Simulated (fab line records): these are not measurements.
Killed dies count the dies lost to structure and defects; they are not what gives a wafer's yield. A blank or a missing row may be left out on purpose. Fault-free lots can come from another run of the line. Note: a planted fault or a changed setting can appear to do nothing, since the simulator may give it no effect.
2 desks, one fault ; flow sky130 ; what lay behind the numbers comes last; until then each desk has only its own

DESK OF THE TOOL OWNER: rie_diel-02
The tool's own readings at SKY_POLY_GATE_ETCH_16 (etches Si3N4 in CH3F/O2, stops on poly-Si, time 147.5 s, target depth 75 nm): means of the sampled wafers that have a number, for each lot that ran on this tool. If a lot's mean is further than 4 standard deviations from the usual mean, the lot is out of limits and carries the mark OUT (the distance appears in the brackets).
Columns: A = drypump_motor_current_A at SKY_POLY_GATE_ETCH_16, usual 5.7 A; B = oes_product_au at SKY_POLY_GATE_ETCH_16, usual 0.641 a.u.; C = run_length_s at SKY_POLY_GATE_ETCH_16, usual 175.8 s; D = throttle_valve_pct at SKY_POLY_GATE_ETCH_16, usual 10.535 %
lot;first seen here;A;B;C;D
L405;day 17 23:39;5.9;0.648;176.2;10.525
L411;day 20 02:52;6.0;0.640;176.3;10.534
L413;day 20 22:38;6.0;0.653;172.1 (-7.6) OUT;10.535
L414;day 21 02:29;6.0;0.657;171.8 (-8.1) OUT;10.533
L424;day 24 16:49;5.9;0.641;176.3;10.539
This desk's verdict: out of limits on L413, L414, starting with L413 at day 20 22:38 (run_length_s at SKY_POLY_GATE_ETCH_16). L405, L411, L424: within limits.

METROLOGY DESK
What the gauges read for every lot (on any tool): the sampled wafers with a number, averaged. If a lot's mean is further than 4 standard deviations from the usual mean, the lot is out of limits and carries the mark OUT (the distance appears in the brackets).
Columns: A = VT_ADJUST_HVTR_TW at SKY_VT_ADJUST_HVTR_TW_MEAS_11, usual 211.5; B = SONOS_TUNNEL_OVL at SKY_SONOS_TUNNEL_OVL_MEAS_08, usual -0.5 nm; C = POLY_GATE_CVD_00_THK at SKY_POLY_GATE_THK_MEAS_01, usual 179.9 nm
lot;first seen here;A;B;C
L401;day 9 11:40;212.0;2.2;179.5
L404;day 10 05:19;211.8;-0.0;181.4
L405;day 10 15:53;212.5;-1.0;180.4
L406;day 10 23:25;212.2;-0.6;176.4
L408;day 11 11:07;210.5;-0.9;178.2
L411;day 12 08:37;212.7;-0.7;180.3
L413;day 13 08:44;210.0;-1.1;180.0
L414;day 13 09:02;210.3;1.2;180.0
L417;day 14 23:20;212.9;-0.9;179.8
L419;day 15 06:25;211.0;-2.2;181.5
L420;day 15 12:37;211.1;0.6;179.9
L423;day 16 07:32;212.2;-1.9;180.5
L424;day 16 15:52;210.9;-1.9;178.3
This desk's verdict: no lot among the 13 shows anything out of limits.

TAKEN TOGETHER
The tool owner's desk had the chance to raise an alarm at day 20 22:38 on L413, L414.
Metrology desk: nothing out of limits seen.
The metrology desk holds a record of L413, L414, inside its limits.
Of the lots named, all ran SKY_POLY_GATE_ETCH_16 on rie_diel-02.

WHAT THE SIMULATOR HAD INSERTED
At SKY_POLY_GATE_ETCH_16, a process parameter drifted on rie_diel-02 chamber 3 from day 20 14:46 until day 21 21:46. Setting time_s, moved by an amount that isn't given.
Shown lots that were struck: L413, L414.
Hours from the fault's start to each desk's first reading out of limits: the tool owner's desk, 8.
